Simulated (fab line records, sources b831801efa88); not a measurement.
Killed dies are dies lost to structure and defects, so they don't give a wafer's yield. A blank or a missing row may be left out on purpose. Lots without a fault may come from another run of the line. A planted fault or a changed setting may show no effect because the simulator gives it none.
Which tool did it? | flow sky130 | 13 lots, 38 wafers sampled, at 2 steps of a route of 708

WHAT THE GAUGES READ, wafer by wafer
SKY_FIELD_ISO_BOW_MEAS_00. Usual: INCOMING_BOW 0 um, standard deviation 6.7.
lot  | measured    | on            | INCOMING_BOW (um) | flag
L447 | day 1 10:00 | film_metro-02 | -4 -3 3           |
L448 | day 1 15:01 | film_metro-03 | 4 15 -5           |
L455 | day 3 02:01 | film_metro-03 | -2 1              |
L457 | day 3 12:02 | film_metro-03 | 1 7 8             |
L458 | day 3 17:01 | film_metro-02 | 7 -14 -7          |
L459 | day 3 22:02 | film_metro-02 | -7 9 -1           |
L460 | day 4 03:01 | film_metro-01 | 8 -3 2            |
L461 | day 4 08:00 | film_metro-02 | -7 -1 -1          |
L464 | day 4 23:01 | film_metro-01 | -5 -5 -3          |
L465 | day 5 04:00 | film_metro-02 | -2 3 -2           |
L466 | day 5 09:00 | film_metro-01 | -1 3 -1           |
L467 | day 5 14:00 | film_metro-01 | -2 2 -4           |
L468 | day 5 19:00 | film_metro-01 | 10 -1 -3          |

SKY_FIELD_ISO_THK_MEAS_23. Usual: FIELD_ISO_OXIDATION_01_THK 9.93 nm, standard deviation 0.22.
lot  | measured    | on            | FIELD_ISO_OXIDATION_01_THK (nm) | flag
L447 | day 2 09:29 | film_metro-02 | 10.12 9.99 10.25                |
L448 | day 2 16:12 | film_metro-01 | 9.85 9.85 9.94                  |
L455 | day 4 02:28 | film_metro-02 | 10.16 9.92                      |
L457 | day 4 12:30 | film_metro-03 | 10.05 10.02 9.95                |
L458 | day 4 20:04 | film_metro-01 | 9.62 9.70 9.65                  |
L459 | day 4 23:40 | film_metro-01 | 9.98 9.79 9.96                  |
L460 | day 5 04:02 | film_metro-01 | 9.62 9.66 9.61                  |
L461 | day 5 09:06 | film_metro-02 | 9.84 9.94 9.84                  |
L464 | day 5 23:02 | film_metro-03 | 9.84 9.66 9.76                  |
L465 | day 6 03:05 | film_metro-01 | 9.80 10.05 9.92                 |
L466 | day 6 08:44 | film_metro-03 | 10.31 10.33 10.26               |
L467 | day 6 15:04 | film_metro-01 | 9.57 9.72 9.76                  |
L468 | day 6 20:13 | film_metro-01 | 10.21 10.09 10.04               |

WHICH TOOL RAN EACH LOT (tool, then ch and the chambers of the sampled wafers, then the start)
The record holds no process step before these readings.

WHAT THE TOOLS THEMSELVES READ (means of the sampled wafers that have a number; where no wafer has one, the mark that the record gives instead)
The record holds no such reading with a usual standard deviation.

THE ANSWER, worked out from the rows above alone
Rule: a lot is off if the mean of its wafers that have a number lies more than 3 standard deviations from the usual mean. A lot without any number at a reading at which 4 lots or more have one is off too. The other lots that the step has rows for count as sound. The gauges are gone through in route order, then the tools' own readings, and for those a lot's mean is taken as printed above. The first step at which some lot is off is used, and at that step the reading that is off furthest; a lot without a number counts as furthest.
No lot is off at any reading shown: from this, nothing can be told.

WHAT THE SIMULATOR HAD PUT IN
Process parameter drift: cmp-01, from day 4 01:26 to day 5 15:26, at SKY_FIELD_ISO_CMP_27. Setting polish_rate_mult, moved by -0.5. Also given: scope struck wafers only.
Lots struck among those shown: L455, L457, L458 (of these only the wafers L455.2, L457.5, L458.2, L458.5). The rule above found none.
